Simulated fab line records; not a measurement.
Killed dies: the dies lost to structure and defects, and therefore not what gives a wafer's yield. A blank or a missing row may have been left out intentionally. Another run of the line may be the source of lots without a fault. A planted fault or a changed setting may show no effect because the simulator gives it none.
fab line records :: flow sky130
record:
  lots: 5
  wafers: 15
  last-day: 50
route steps=708 shown FIELD_ISO@30 NWELL@32 DNWELL@35
lots untouched by any fault: they come from a run of this same line in which no faults occurred
start-h: start of the lot's first displayed wafer, in hours after the record's first day :: wait-h: hours since the lot's step before :: " identical to the entry in the row above :: L1.1+2: one row covering several wafers at once :: - value missing, or start not given :: * or withheld: withheld :: < > ~ a bound
route shown NAME@n: a module of which the file shows steps, and the number in the route of the first :: usual: mean/standard deviation taken from wafers without a fault :: same: alike in all rows :: chamber/n: place in a boat :: sites: the reading at each site :: _std_site: their standard deviation :: _edge_site: the outer-site mean with the inner-site mean subtracted :: radius-mm: for every site, how far away it sits from the centre of the wafer :: mask NAME#n: copy n :: behind: the last tool/chamber to shape the wafer :: hold: the reason the lot was held/the length of the hold in hours/how it ended :: device: names the non-switching transistor (n, p or np) :: end of line: the tests these same wafers got at the end of their route :: where a step has no rows: the recipe by itself :: killed: count of dies lost to structure and defects at first sort (not the wafer's yield) :: map: a wafer's dies, x killed, . not, _ none there
set.NAME: setting as actually run; set.NAME@STEP: the setting as run at that earlier step :: model.NAME: the simulator's own value behind a step, which no gauge read
lots at some steps of the route; a table a step, a row a wafer
services: a tool's chamber out of use, with start hour (start-h, from the record's first day; less than 0 if before it), hours out, and reason
== steps ==
step: SKY_FIELD_ISO_WET_ETCH_29
recipe:
  chemistry: H3PO4
  target-depth-nm: 160
  target: Si3N4
  temp-c: 160
  time-s: 1825
usual:
  bath-guard-temp-C: 160.2/0.7
  temp-c: 159.98/0.15
lot.wafer: L076.1
tool: wet-bench-01
chamber: 0
start-h: 47.01
wait-h: 0.0
bath-guard-temp-C: 159.5
temp-c: 159.82

lot.wafer: L076.5
tool: wet-bench-01
chamber: 0
start-h: 47.01
wait-h: 0.0
bath-guard-temp-C: 159.5
temp-c: 160.30

lot.wafer: L076.6
tool: wet-bench-01
chamber: 0
start-h: 47.01
wait-h: 0.0
bath-guard-temp-C: 159.2
temp-c: 160.12

lot.wafer: L088.2
tool: wet-bench-02
chamber: 1
start-h: 112.12
wait-h: 0.0
bath-guard-temp-C: 160.7
temp-c: 160.07

lot.wafer: L088.4
tool: wet-bench-02
chamber: 1
start-h: 112.12
wait-h: 0.0
bath-guard-temp-C: 161.2
temp-c: 160.14

lot.wafer: L088.6
tool: wet-bench-02
chamber: 1
start-h: 112.12
wait-h: 0.0
bath-guard-temp-C: 160.7
temp-c: 159.84

lot.wafer: L089.3
tool: wet-bench-02
chamber: 1
start-h: 112.12
wait-h: 0.0
bath-guard-temp-C: 161.1
temp-c: 160.28

lot.wafer: L089.4
tool: wet-bench-02
chamber: 1
start-h: 112.12
wait-h: 0.0
bath-guard-temp-C: 160.5
temp-c: 160.22

lot.wafer: L089.6
tool: wet-bench-02
chamber: 1
start-h: 112.12
wait-h: 0.0
bath-guard-temp-C: 160.9
temp-c: 160.16

lot.wafer: L092.2
tool: wet-bench-04
chamber: 1
start-h: 128.48
wait-h: 0.0
bath-guard-temp-C: 159.5
temp-c: 159.75

lot.wafer: L092.5
tool: wet-bench-04
chamber: 1
start-h: 128.48
wait-h: 0.0
bath-guard-temp-C: 159.4
temp-c: 159.93

lot.wafer: L092.6
tool: wet-bench-04
chamber: 1
start-h: 128.48
wait-h: 0.0
bath-guard-temp-C: 160.0
temp-c: 159.77

lot.wafer: L097.1
tool: wet-bench-04
chamber: 0
start-h: 155.97
wait-h: 0.0
bath-guard-temp-C: 160.2
temp-c: 160.07

lot.wafer: L097.3
tool: wet-bench-04
chamber: 0
start-h: 155.97
wait-h: 0.0
bath-guard-temp-C: 160.3
temp-c: 159.97

lot.wafer: L097.5
tool: wet-bench-04
chamber: 0
start-h: 155.97
wait-h: 0.0
bath-guard-temp-C: 160.0
temp-c: 159.82
step: SKY_FIELD_ISO_WET_ETCH_30
recipe:
  chemistry: dHF
  target-depth-nm: 25
  target: SiO2
  dilution: 10:1
  temp-c: 25
  time-s: 50
usual:
  temp-c: 24.98/0.11
lot.wafer: L076.1
tool: wet-bench-02
chamber: 3
start-h: 47.57
wait-h: 0.0
temp-c: 25.02

lot.wafer: L076.5
tool: wet-bench-02
chamber: 3
start-h: 47.57
wait-h: 0.0
temp-c: 24.96

lot.wafer: L076.6
tool: wet-bench-02
chamber: 3
start-h: 47.57
wait-h: 0.0
temp-c: 24.87

lot.wafer: L088.2
tool: wet-bench-04
chamber: 3
start-h: 112.68
wait-h: 0.0
temp-c: 25.00

lot.wafer: L088.4
tool: wet-bench-04
chamber: 3
start-h: 112.68
wait-h: 0.0
temp-c: 25.11

lot.wafer: L088.6
tool: wet-bench-04
chamber: 3
start-h: 112.68
wait-h: 0.0
temp-c: 25.13

lot.wafer: L089.3
tool: wet-bench-04
chamber: 2
start-h: 112.68
wait-h: 0.0
temp-c: 24.78

lot.wafer: L089.4
tool: wet-bench-04
chamber: 2
start-h: 112.68
wait-h: 0.0
temp-c: 24.83

lot.wafer: L089.6
tool: wet-bench-04
chamber: 2
start-h: 112.68
wait-h: 0.0
temp-c: 24.87

lot.wafer: L092.2
tool: wet-bench-02
chamber: 1
start-h: 129.00
wait-h: 0.0
temp-c: 25.16

lot.wafer: L092.5
tool: wet-bench-02
chamber: 1
start-h: 129.00
wait-h: 0.0
temp-c: 25.03

lot.wafer: L092.6
tool: wet-bench-02
chamber: 1
start-h: 129.00
wait-h: 0.0
temp-c: 25.09

lot.wafer: L097.1
tool: wet-bench-01
chamber: 3
start-h: 156.58
wait-h: 0.0
temp-c: 24.88

lot.wafer: L097.3
tool: wet-bench-01
chamber: 3
start-h: 156.58
wait-h: 0.0
temp-c: 24.95

lot.wafer: L097.5
tool: wet-bench-01
chamber: 3
start-h: 156.58
wait-h: 0.0
temp-c: 24.90
step: SKY_NWELL_CLEAN_00
recipe:
  chemistry: SC1/SC2
  mix: 1:4:20
  temp-c: 70
  time-s: 150
  dry: n2-spin
usual:
  bath-guard-temp-C: 70.1/0.62
  temp-c: 70.01/0.12
lot.wafer: L076.1
tool: wet-bench-04
chamber: 3
start-h: 47.59
wait-h: 0.0
bath-guard-temp-C: 70.4
temp-c: 70.08

lot.wafer: L076.5
tool: wet-bench-04
chamber: 3
start-h: 47.59
wait-h: 0.0
bath-guard-temp-C: 70.8
temp-c: 70.10

lot.wafer: L076.6
tool: wet-bench-04
chamber: 3
start-h: 47.59
wait-h: 0.0
bath-guard-temp-C: 70.8
temp-c: 69.86

lot.wafer: L088.2
tool: wet-bench-01
chamber: 0
start-h: 112.70
wait-h: 0.0
bath-guard-temp-C: 69.6
temp-c: 69.86

lot.wafer: L088.4
tool: wet-bench-01
chamber: 0
start-h: 112.70
wait-h: 0.0
bath-guard-temp-C: 69.7
temp-c: 69.98

lot.wafer: L088.6
tool: wet-bench-01
chamber: 0
start-h: 112.70
wait-h: 0.0
bath-guard-temp-C: 69.3
temp-c: 70.08

lot.wafer: L089.3
tool: wet-bench-01
chamber: 1
start-h: 112.70
wait-h: 0.0
bath-guard-temp-C: 69.1
temp-c: 70.02

lot.wafer: L089.4
tool: wet-bench-01
chamber: 1
start-h: 112.70
wait-h: 0.0
bath-guard-temp-C: 69.0
temp-c: 69.92

lot.wafer: L089.6
tool: wet-bench-01
chamber: 1
start-h: 112.70
wait-h: 0.0
bath-guard-temp-C: 69.2
temp-c: 70.09

lot.wafer: L092.2
tool: wet-bench-01
chamber: 3
start-h: 129.02
wait-h: 0.0
bath-guard-temp-C: 69.8
temp-c: 69.97

lot.wafer: L092.5
tool: wet-bench-01
chamber: 3
start-h: 129.02
wait-h: 0.0
bath-guard-temp-C: 70.0
temp-c: 69.84

lot.wafer: L092.6
tool: wet-bench-01
chamber: 3
start-h: 129.02
wait-h: 0.0
bath-guard-temp-C: 69.9
temp-c: 69.94

lot.wafer: L097.1
tool: wet-bench-02
chamber: 0
start-h: 156.60
wait-h: 0.0
bath-guard-temp-C: 70.4
temp-c: 70.14

lot.wafer: L097.3
tool: wet-bench-02
chamber: 0
start-h: 156.60
wait-h: 0.0
bath-guard-temp-C: 70.2
temp-c: 70.09

lot.wafer: L097.5
tool: wet-bench-02
chamber: 0
start-h: 156.60
wait-h: 0.0
bath-guard-temp-C: 70.4
temp-c: 69.93
step: SKY_NWELL_OXIDATION_01
recipe:
  temp-c: 900
  ambient: O2
  stabilise-s: 600
  purge-s: 300
  target-thk-a: 100
  ox-time-s: 1418
usual:
  ox-temp-c: 900.0/0.4
  spike-tc-upper-C: 899.8/1.2
  zone-power-top-pct: 33.1/2.4
lot.wafer: L076.1
tool: furnace-01
chamber: 0
start-h: 49.11
wait-h: 1.5
ox-temp-c: 899.9
spike-tc-upper-C: 899.3
zone-power-top-pct: 30.9

lot.wafer: L076.5
tool: furnace-01
chamber: 0
start-h: 49.11
wait-h: 1.5
ox-temp-c: 899.7
spike-tc-upper-C: 899.3
zone-power-top-pct: 31.6

lot.wafer: L076.6
tool: furnace-01
chamber: 0
start-h: 49.11
wait-h: 1.5
ox-temp-c: 899.2
spike-tc-upper-C: 899.8
zone-power-top-pct: 31.2

lot.wafer: L088.2
tool: furnace-02
chamber: 0
start-h: 113.31
wait-h: 0.6
ox-temp-c: 899.9
spike-tc-upper-C: 900.7
zone-power-top-pct: 36.5

lot.wafer: L088.4
tool: furnace-02
chamber: 0
start-h: 113.31
wait-h: 0.6
ox-temp-c: 899.8
spike-tc-upper-C: 900.0
zone-power-top-pct: 36.1

lot.wafer: L088.6
tool: furnace-02
chamber: 0
start-h: 113.31
wait-h: 0.6
ox-temp-c: 900.1
spike-tc-upper-C: 899.9
zone-power-top-pct: 36.1

lot.wafer: L089.3
tool: furnace-02
chamber: 0
start-h: 113.31
wait-h: 0.6
ox-temp-c: 900.0
spike-tc-upper-C: 899.2
zone-power-top-pct: 36.3

lot.wafer: L089.4
tool: furnace-02
chamber: 0
start-h: 113.31
wait-h: 0.6
ox-temp-c: 900.8
spike-tc-upper-C: 900.2
zone-power-top-pct: 36.1

lot.wafer: L089.6
tool: furnace-02
chamber: 0
start-h: 113.31
wait-h: 0.6
ox-temp-c: 900.2
spike-tc-upper-C: 901.6
zone-power-top-pct: 36.0

lot.wafer: L092.2
tool: furnace-02
chamber: 0
start-h: 129.07
wait-h: 0.0
ox-temp-c: 899.8
spike-tc-upper-C: 899.2
zone-power-top-pct: 35.6

lot.wafer: L092.5
tool: furnace-02
chamber: 0
start-h: 129.07
wait-h: 0.0
ox-temp-c: 900.8
spike-tc-upper-C: 901.0
zone-power-top-pct: 36.5

lot.wafer: L092.6
tool: furnace-02
chamber: 0
start-h: 129.07
wait-h: 0.0
ox-temp-c: 900.6
spike-tc-upper-C: 900.5
zone-power-top-pct: 35.9

lot.wafer: L097.1
tool: furnace-01
chamber: 0
start-h: 158.40
wait-h: 1.7
ox-temp-c: 900.5
spike-tc-upper-C: 899.3
zone-power-top-pct: 30.8

lot.wafer: L097.3
tool: furnace-01
chamber: 0
start-h: 158.40
wait-h: 1.7
ox-temp-c: 900.6
spike-tc-upper-C: 898.3
zone-power-top-pct: 31.7

lot.wafer: L097.5
tool: furnace-01
chamber: 0
start-h: 158.40
wait-h: 1.7
ox-temp-c: 900.1
spike-tc-upper-C: 898.3
zone-power-top-pct: 30.8
step: SKY_NWELL_THK_MEAS_02
recipe:
  reads: SiO2_of_NWELL_OXIDATION_01
usual:
  NWELL_OXIDATION_THK: 10.06/0.19
lot.wafer: L076.1
tool: film-metro-04
chamber: -
start-h: 50.50
wait-h: 0.0
NWELL_OXIDATION_THK[nm]: 10.26

lot.wafer: L076.5
tool: film-metro-04
chamber: -
start-h: 50.50
wait-h: 0.0
NWELL_OXIDATION_THK[nm]: 10.12

lot.wafer: L076.6
tool: film-metro-04
chamber: -
start-h: 50.50
wait-h: 0.0
NWELL_OXIDATION_THK[nm]: 10.13

lot.wafer: L088.2
tool: film-metro-01
chamber: -
start-h: 114.71
wait-h: 0.0
NWELL_OXIDATION_THK[nm]: 10.02

lot.wafer: L088.4
tool: film-metro-01
chamber: -
start-h: 114.71
wait-h: 0.0
NWELL_OXIDATION_THK[nm]: 9.96

lot.wafer: L088.6
tool: film-metro-01
chamber: -
start-h: 114.71
wait-h: 0.0
NWELL_OXIDATION_THK[nm]: 10.01

lot.wafer: L089.3
tool: film-metro-04
chamber: -
start-h: 114.72
wait-h: 0.0
NWELL_OXIDATION_THK[nm]: 9.73

lot.wafer: L089.4
tool: film-metro-04
chamber: -
start-h: 114.72
wait-h: 0.0
NWELL_OXIDATION_THK[nm]: 9.74

lot.wafer: L089.6
tool: film-metro-04
chamber: -
start-h: 114.72
wait-h: 0.0
NWELL_OXIDATION_THK[nm]: 9.85

lot.wafer: L092.2
tool: film-metro-02
chamber: -
start-h: 130.47
wait-h: 0.0
NWELL_OXIDATION_THK[nm]: 10.30

lot.wafer: L092.5
tool: film-metro-02
chamber: -
start-h: 130.47
wait-h: 0.0
NWELL_OXIDATION_THK[nm]: 10.16

lot.wafer: L092.6
tool: film-metro-02
chamber: -
start-h: 130.47
wait-h: 0.0
NWELL_OXIDATION_THK[nm]: 10.23

lot.wafer: L097.1
tool: film-metro-04
chamber: -
start-h: 159.79
wait-h: 0.0
NWELL_OXIDATION_THK[nm]: 10.05

lot.wafer: L097.3
tool: film-metro-04
chamber: -
start-h: 159.79
wait-h: 0.0
NWELL_OXIDATION_THK[nm]: 10.05

lot.wafer: L097.5
tool: film-metro-04
chamber: -
start-h: 159.79
wait-h: 0.0
NWELL_OXIDATION_THK[nm]: 9.90
step: SKY_DNWELL_DEHYDRATE_00
recipe:
  temp-c: 200
  time-s: 60
usual:
  resist-line-temp-C: 23.00/0.11
lot.wafer: L076.1
tool: litho-track-02
chamber: 0
start-h: 57.73
wait-h: 7.2
resist-line-temp-C: 22.92

lot.wafer: L076.5
tool: litho-track-02
chamber: 0
start-h: 57.73
wait-h: 7.2
resist-line-temp-C: 22.96

lot.wafer: L076.6
tool: litho-track-02
chamber: 0
start-h: 57.73
wait-h: 7.2
resist-line-temp-C: 23.08

lot.wafer: L088.2
tool: litho-track-02
chamber: 0
start-h: 123.01
wait-h: 8.3
resist-line-temp-C: 22.93

lot.wafer: L088.4
tool: litho-track-02
chamber: 0
start-h: 123.01
wait-h: 8.3
resist-line-temp-C: 23.00

lot.wafer: L088.6
tool: litho-track-02
chamber: 0
start-h: 123.01
wait-h: 8.3
resist-line-temp-C: 22.79

lot.wafer: L089.3
tool: litho-track-04
chamber: 0
start-h: 123.11
wait-h: 8.4
resist-line-temp-C: 23.00

lot.wafer: L089.4
tool: litho-track-04
chamber: 0
start-h: 123.11
wait-h: 8.4
resist-line-temp-C: 23.02

lot.wafer: L089.6
tool: litho-track-04
chamber: 0
start-h: 123.11
wait-h: 8.4
resist-line-temp-C: 23.01

lot.wafer: L092.2
tool: litho-track-03
chamber: 0
start-h: 139.24
wait-h: 8.8
resist-line-temp-C: 23.06

lot.wafer: L092.5
tool: litho-track-03
chamber: 0
start-h: 139.24
wait-h: 8.8
resist-line-temp-C: 23.01

lot.wafer: L092.6
tool: litho-track-03
chamber: 0
start-h: 139.24
wait-h: 8.8
resist-line-temp-C: 23.06

lot.wafer: L097.1
tool: litho-track-04
chamber: 0
start-h: 169.11
wait-h: 9.3
resist-line-temp-C: 22.97

lot.wafer: L097.3
tool: litho-track-04
chamber: 0
start-h: 169.11
wait-h: 9.3
resist-line-temp-C: 23.06

lot.wafer: L097.5
tool: litho-track-04
chamber: 0
start-h: 169.11
wait-h: 9.3
resist-line-temp-C: 23.02
step: SKY_DNWELL_HMDS_01
recipe:
  prime-time-s: 60
  prime-temp-c: 120
usual:
  resist-line-temp-C: 23.00/0.1
lot.wafer: L076.1
tool: litho-track-02
chamber: 0
start-h: 57.88
wait-h: 0.1
resist-line-temp-C: 22.79

lot.wafer: L076.5
tool: litho-track-02
chamber: 0
start-h: 57.88
wait-h: 0.1
resist-line-temp-C: 22.82

lot.wafer: L076.6
tool: litho-track-02
chamber: 0
start-h: 57.88
wait-h: 0.1
resist-line-temp-C: 22.98

lot.wafer: L088.2
tool: litho-track-02
chamber: 0
start-h: 123.16
wait-h: 0.1
resist-line-temp-C: 22.99

lot.wafer: L088.4
tool: litho-track-02
chamber: 0
start-h: 123.16
wait-h: 0.1
resist-line-temp-C: 23.04

lot.wafer: L088.6
tool: litho-track-02
chamber: 0
start-h: 123.16
wait-h: 0.1
resist-line-temp-C: 23.06

lot.wafer: L089.3
tool: litho-track-04
chamber: 0
start-h: 123.26
wait-h: 0.1
resist-line-temp-C: 22.78

lot.wafer: L089.4
tool: litho-track-04
chamber: 0
start-h: 123.26
wait-h: 0.1
resist-line-temp-C: 23.13

lot.wafer: L089.6
tool: litho-track-04
chamber: 0
start-h: 123.26
wait-h: 0.1
resist-line-temp-C: 22.93

lot.wafer: L092.2
tool: litho-track-03
chamber: 0
start-h: 139.39
wait-h: 0.1
resist-line-temp-C: 23.16

lot.wafer: L092.5
tool: litho-track-03
chamber: 0
start-h: 139.39
wait-h: 0.1
resist-line-temp-C: 22.97

lot.wafer: L092.6
tool: litho-track-03
chamber: 0
start-h: 139.39
wait-h: 0.1
resist-line-temp-C: 22.95

lot.wafer: L097.1
tool: litho-track-04
chamber: 0
start-h: 169.26
wait-h: 0.1
resist-line-temp-C: 22.93

lot.wafer: L097.3
tool: litho-track-04
chamber: 0
start-h: 169.26
wait-h: 0.1
resist-line-temp-C: 22.91

lot.wafer: L097.5
tool: litho-track-04
chamber: 0
start-h: 169.26
wait-h: 0.1
resist-line-temp-C: 22.85
step: SKY_DNWELL_COAT_02
recipe:
  spin-rpm: 2000
  resist-thk-nm: 3000
usual:
  resist-line-temp-C: 23.00/0.11
lot.wafer: L076.1
tool: litho-track-02
chamber: 0
start-h: 58.03
wait-h: 0.1
resist-line-temp-C: 22.96

lot.wafer: L076.5
tool: litho-track-02
chamber: 0
start-h: 58.03
wait-h: 0.1
resist-line-temp-C: 23.07

lot.wafer: L076.6
tool: litho-track-02
chamber: 0
start-h: 58.03
wait-h: 0.1
resist-line-temp-C: 23.09

lot.wafer: L088.2
tool: litho-track-02
chamber: 0
start-h: 123.31
wait-h: 0.1
resist-line-temp-C: 23.03

lot.wafer: L088.4
tool: litho-track-02
chamber: 0
start-h: 123.31
wait-h: 0.1
resist-line-temp-C: 22.83

lot.wafer: L088.6
tool: litho-track-02
chamber: 0
start-h: 123.31
wait-h: 0.1
resist-line-temp-C: 22.88

lot.wafer: L089.3
tool: litho-track-04
chamber: 0
start-h: 123.41
wait-h: 0.1
resist-line-temp-C: 23.00

lot.wafer: L089.4
tool: litho-track-04
chamber: 0
start-h: 123.41
wait-h: 0.1
resist-line-temp-C: 23.02

lot.wafer: L089.6
tool: litho-track-04
chamber: 0
start-h: 123.41
wait-h: 0.1
resist-line-temp-C: 22.96

lot.wafer: L092.2
tool: litho-track-03
chamber: 0
start-h: 139.54
wait-h: 0.1
resist-line-temp-C: 22.85

lot.wafer: L092.5
tool: litho-track-03
chamber: 0
start-h: 139.54
wait-h: 0.1
resist-line-temp-C: 22.79

lot.wafer: L092.6
tool: litho-track-03
chamber: 0
start-h: 139.54
wait-h: 0.1
resist-line-temp-C: 22.90

lot.wafer: L097.1
tool: litho-track-04
chamber: 0
start-h: 169.41
wait-h: 0.1
resist-line-temp-C: 23.14

lot.wafer: L097.3
tool: litho-track-04
chamber: 0
start-h: 169.41
wait-h: 0.1
resist-line-temp-C: 23.05

lot.wafer: L097.5
tool: litho-track-04
chamber: 0
start-h: 169.41
wait-h: 0.1
resist-line-temp-C: 22.96
step: SKY_DNWELL_SOFTBAKE_03
recipe:
  temp-c: 110
  time-s: withheld
usual:
  resist-line-temp-C: 23.00/0.12
lot.wafer: L076.1
tool: litho-track-02
chamber: 0
start-h: 58.18
wait-h: 0.1
resist-line-temp-C: 23.19

lot.wafer: L076.5
tool: litho-track-02
chamber: 0
start-h: 58.18
wait-h: 0.1
resist-line-temp-C: 23.01

lot.wafer: L076.6
tool: litho-track-02
chamber: 0
start-h: 58.18
wait-h: 0.1
resist-line-temp-C: 23.01

lot.wafer: L088.2
tool: litho-track-02
chamber: 0
start-h: 123.47
wait-h: 0.1
resist-line-temp-C: 23.01

lot.wafer: L088.4
tool: litho-track-02
chamber: 0
start-h: 123.47
wait-h: 0.1
resist-line-temp-C: 22.92

lot.wafer: L088.6
tool: litho-track-02
chamber: 0
start-h: 123.47
wait-h: 0.1
resist-line-temp-C: 23.07

lot.wafer: L089.3
tool: litho-track-04
chamber: 0
start-h: 123.58
wait-h: 0.1
resist-line-temp-C: 22.87

lot.wafer: L089.4
tool: litho-track-04
chamber: 0
start-h: 123.58
wait-h: 0.1
resist-line-temp-C: 23.15

lot.wafer: L089.6
tool: litho-track-04
chamber: 0
start-h: 123.58
wait-h: 0.1
resist-line-temp-C: 23.03

lot.wafer: L092.2
tool: litho-track-03
chamber: 0
start-h: 139.70
wait-h: 0.1
resist-line-temp-C: 22.99

lot.wafer: L092.5
tool: litho-track-03
chamber: 0
start-h: 139.70
wait-h: 0.1
resist-line-temp-C: 22.78

lot.wafer: L092.6
tool: litho-track-03
chamber: 0
start-h: 139.70
wait-h: 0.1
resist-line-temp-C: 22.85

lot.wafer: L097.1
tool: litho-track-04
chamber: 0
start-h: 169.56
wait-h: 0.1
resist-line-temp-C: 22.95

lot.wafer: L097.3
tool: litho-track-04
chamber: 0
start-h: 169.56
wait-h: 0.1
resist-line-temp-C: 22.96

lot.wafer: L097.5
tool: litho-track-04
chamber: 0
start-h: 169.56
wait-h: 0.1
resist-line-temp-C: 22.95
step: SKY_DNWELL_EXPOSE_04
recipe:
  mask-id: DNM
  na: 0.57
  target-cd-nm: 3000
  dose-mj: 222
lot.wafer: L076.1+5+6
tool: iline-stepper-01
chamber: 0
start-h: -
wait-h: -
mask: DNM#0

lot.wafer: L088.2+4+6
tool: iline-stepper-02
chamber: 0
start-h: -
wait-h: -
mask: DNM#0

lot.wafer: L089.3+4+6
tool: iline-stepper-01
chamber: 0
start-h: -
wait-h: -
mask: DNM#0

lot.wafer: L092.2+5+6
tool: iline-stepper-02
chamber: 0
start-h: -
wait-h: -
mask: DNM#0

lot.wafer: L097.1+3+5
tool: iline-stepper-01
chamber: 0
start-h: -
wait-h: -
mask: DNM#0
step: SKY_DNWELL_PEB_05
recipe:
  temp-c: 115
  time-s: withheld
usual:
  resist-line-temp-C: 23.02/0.097
lot.wafer: L076.1
tool: litho-track-03
chamber: 0
start-h: -
wait-h: -
resist-line-temp-C: 23.04

lot.wafer: L076.5
tool: litho-track-03
chamber: 0
start-h: -
wait-h: -
resist-line-temp-C: 22.99

lot.wafer: L076.6
tool: litho-track-03
chamber: 0
start-h: -
wait-h: -
resist-line-temp-C: 22.86

lot.wafer: L088.2
tool: litho-track-02
chamber: 0
start-h: -
wait-h: -
resist-line-temp-C: 22.97

lot.wafer: L088.4
tool: litho-track-02
chamber: 0
start-h: -
wait-h: -
resist-line-temp-C: 23.13

lot.wafer: L088.6
tool: litho-track-02
chamber: 0
start-h: -
wait-h: -
resist-line-temp-C: 23.06

lot.wafer: L089.3
tool: litho-track-03
chamber: 0
start-h: -
wait-h: -
resist-line-temp-C: 23.12

lot.wafer: L089.4
tool: litho-track-03
chamber: 0
start-h: -
wait-h: -
resist-line-temp-C: 22.97

lot.wafer: L089.6
tool: litho-track-03
chamber: 0
start-h: -
wait-h: -
resist-line-temp-C: 22.99

lot.wafer: L092.2
tool: litho-track-03
chamber: 0
start-h: -
wait-h: -
resist-line-temp-C: 22.93

lot.wafer: L092.5
tool: litho-track-03
chamber: 0
start-h: -
wait-h: -
resist-line-temp-C: 23.07

lot.wafer: L092.6
tool: litho-track-03
chamber: 0
start-h: -
wait-h: -
resist-line-temp-C: 23.03

lot.wafer: L097.1
tool: litho-track-04
chamber: 0
start-h: -
wait-h: -
resist-line-temp-C: 22.95

lot.wafer: L097.3
tool: litho-track-04
chamber: 0
start-h: -
wait-h: -
resist-line-temp-C: 23.19

lot.wafer: L097.5
tool: litho-track-04
chamber: 0
start-h: -
wait-h: -
resist-line-temp-C: 23.10
step: SKY_DNWELL_DEVELOP_06
recipe:
  wall-angle-deg: 90
  developer: TMAH
  develop-time-s: 60
  dev-temp-c: 23
usual:
  resist-line-temp-C: 22.98/0.1
lot.wafer: L076.1
tool: litho-track-03
chamber: 0
start-h: -
wait-h: -
resist-line-temp-C: 22.79

lot.wafer: L076.5
tool: litho-track-03
chamber: 0
start-h: -
wait-h: -
resist-line-temp-C: 22.82

lot.wafer: L076.6
tool: litho-track-03
chamber: 0
start-h: -
wait-h: -
resist-line-temp-C: 22.74

lot.wafer: L088.2
tool: litho-track-02
chamber: 0
start-h: -
wait-h: -
resist-line-temp-C: 22.98

lot.wafer: L088.4
tool: litho-track-02
chamber: 0
start-h: -
wait-h: -
resist-line-temp-C: 23.05

lot.wafer: L088.6
tool: litho-track-02
chamber: 0
start-h: -
wait-h: -
resist-line-temp-C: 23.08

lot.wafer: L089.3
tool: litho-track-03
chamber: 0
start-h: -
wait-h: -
resist-line-temp-C: 22.82

lot.wafer: L089.4
tool: litho-track-03
chamber: 0
start-h: -
wait-h: -
resist-line-temp-C: 22.95

lot.wafer: L089.6
tool: litho-track-03
chamber: 0
start-h: -
wait-h: -
resist-line-temp-C: 23.06

lot.wafer: L092.2
tool: litho-track-03
chamber: 0
start-h: -
wait-h: -
resist-line-temp-C: 22.95

lot.wafer: L092.5
tool: litho-track-03
chamber: 0
start-h: -
wait-h: -
resist-line-temp-C: 22.77

lot.wafer: L092.6
tool: litho-track-03
chamber: 0
start-h: -
wait-h: -
resist-line-temp-C: 22.97

lot.wafer: L097.1
tool: litho-track-04
chamber: 0
start-h: -
wait-h: -
resist-line-temp-C: 23.02

lot.wafer: L097.3
tool: litho-track-04
chamber: 0
start-h: -
wait-h: -
resist-line-temp-C: 22.87

lot.wafer: L097.5
tool: litho-track-04
chamber: 0
start-h: -
wait-h: -
resist-line-temp-C: 22.92
step: SKY_DNWELL_IMPLANT_07
recipe:
  species: P
  energy-kev: withheld
  dose-cm2: withheld
  tilt-deg: withheld
lot.wafer: L076.1+5+6
tool: implanter-04
chamber: 0
start-h: 66.17
wait-h: -

lot.wafer: L088.2+4+6
tool: implanter-01
chamber: 0
start-h: 132.76
wait-h: -

lot.wafer: L089.3+4+6
tool: implanter-04
chamber: 0
start-h: 133.07
wait-h: -

lot.wafer: L092.2+5+6
tool: implanter-01
chamber: 0
start-h: 149.94
wait-h: -

lot.wafer: L097.1+3+5
tool: implanter-02
chamber: 0
start-h: 180.56
wait-h: -
== services ==
tool: iline-stepper-02
chamber: -
start-h: 31.16
hours: 14.8
kind: repair

tool: implanter-04
chamber: -
start-h: 34.85
hours: 3.5
kind: repair

tool: iline-stepper-01
chamber: -
start-h: 51.06
hours: 1.7
kind: pm

tool: implanter-01
chamber: -
start-h: 65.73
hours: 1.1
kind: repair

tool: wet-bench-01
chamber: -
start-h: 66.04
hours: 29.5
kind: repair

tool: iline-stepper-02
chamber: 0
start-h: 69.28
hours: -
kind: calibration

tool: furnace-01
chamber: -
start-h: 73.37
hours: 4.7
kind: pm

tool: implanter-02
chamber: -
start-h: 76.47
hours: 1.3
kind: repair

tool: implanter-01
chamber: -
start-h: 77.55
hours: 2.1
kind: repair

tool: furnace-02
chamber: -
start-h: 90.63
hours: 7.4
kind: pm

tool: iline-stepper-02
chamber: -
start-h: 94.35
hours: 1.7
kind: pm

tool: furnace-02
chamber: -
start-h: 103.70
hours: 3.9
kind: pm

tool: implanter-02
chamber: -
start-h: 108.45
hours: 6.4
kind: pm

tool: implanter-01
chamber: -
start-h: 109.85
hours: 4.5
kind: repair

tool: iline-stepper-01
chamber: -
start-h: 113.22
hours: 3.8
kind: repair

tool: litho-track-03
chamber: -
start-h: 127.13
hours: -
kind: consumable-replace:filter

tool: implanter-04
chamber: -
start-h: 136.43
hours: 1.5
kind: repair

tool: furnace-02
chamber: -
start-h: 145.65
hours: 4.0
kind: pm

tool: implanter-04
chamber: -
start-h: 175.30
hours: 3.5
kind: pm
== key ==
fault none
